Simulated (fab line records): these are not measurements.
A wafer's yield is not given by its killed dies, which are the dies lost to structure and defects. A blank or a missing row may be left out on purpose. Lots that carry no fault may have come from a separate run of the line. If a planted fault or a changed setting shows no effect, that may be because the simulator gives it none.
Code-filled problem report in 8D (eight disciplines) form	flow sky130	the parts of the form that need people (team, actions taken, sign-off) are left out

## 1. THE PROBLEM
At SKY_VT_ADJUST_LVTN_EXPOSE_04, exposure_dose_mJ_cm2 averages 203.54 over 9 wafers from 3 lots, while fault-free wafers read 194.02, standard deviation 0.17. That is +56 standard deviations from the usual mean.
The step: exposes mask NWM COMPLEMENT LESS NATIVE, target cd 840 nm.
Earliest sighting: wafer L717.1 on iline_stepper-01 at day 6 22:02. The record has a number at this step for 45 wafers belonging to 15 lots. By rule, "out" or "out of limits" means more than 4 standard deviations away from the usual mean. All remaining wafers that have a number are taken as sound.

## 2. WHAT IT IS AND WHAT IT IS NOT
question	is	is not
which readings at this step	exposure_dose_mJ_cm2	-
which lots	L717, L718, L725	L715, L716, L719, L727, L728, L729, L731, L734, L735, L736, L737, L738
which wafers of those lots	all that have a number	-
read on which tools	iline_stepper-01	iline_stepper-02
when	from day 6 22:02	up to then (6 sound wafers); but 30 sound wafers of L719, L727, L728, L729, L731, L734, L735, L736, L737, L738 came after

## 3. SUSPECTS, AND WHAT RULES EACH OUT
Counting: a tool stays on the suspect list if, at a process step up to the reading, it processed all lots that are out and no sound lot following the first of them.
- iline_stepper-01 at SKY_VT_ADJUST_LVTN_EXPOSE_04 (exposes mask NWM COMPLEMENT LESS NATIVE, target cd 840 nm): kept. It ran every lot that is out, first L717 (day 6 22:02), and no sound lot after that; its last sound lot up to then is L716 (day 6 16:47). Its own readings are out on those wafers: exposure_dose_mJ_cm2.
Left after counting: iline_stepper-01 at SKY_VT_ADJUST_LVTN_EXPOSE_04.

## 4. THE CAUSE (what the simulator had put in)
Process parameters drifting: iline_stepper-01 at SKY_VT_ADJUST_LVTN_EXPOSE_04, beginning at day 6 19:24. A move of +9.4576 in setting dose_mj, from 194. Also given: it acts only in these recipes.
Only this tool survived the counting.

## 5. THE EFFECT CHAIN, in route order
One row per reading whose mean, taken over the struck wafers that have a number, lies over 3 standard deviations from the usual. Scope: only readings with a usual standard deviation given in the record; hours: median across lots of the time from each lot's start at the first step in this table that gives one to its start at this step; sigmas: change in usual standard deviations.
hours	step	reading	usual	on struck wafers	change	sigmas
0	SKY_VT_ADJUST_LVTN_EXPOSE_04	exposure_dose_mJ_cm2	194.02	203.54	+9.52	+56
Its process steps:
- SKY_VT_ADJUST_LVTN_EXPOSE_04: exposes mask NWM COMPLEMENT LESS NATIVE, target cd 840 nm.

## 6. WHAT WOULD HAVE CAUGHT IT SOONER
The fault began at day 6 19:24; the first out-of-limits reading in this record came at day 6 22:02, 3 hours later.
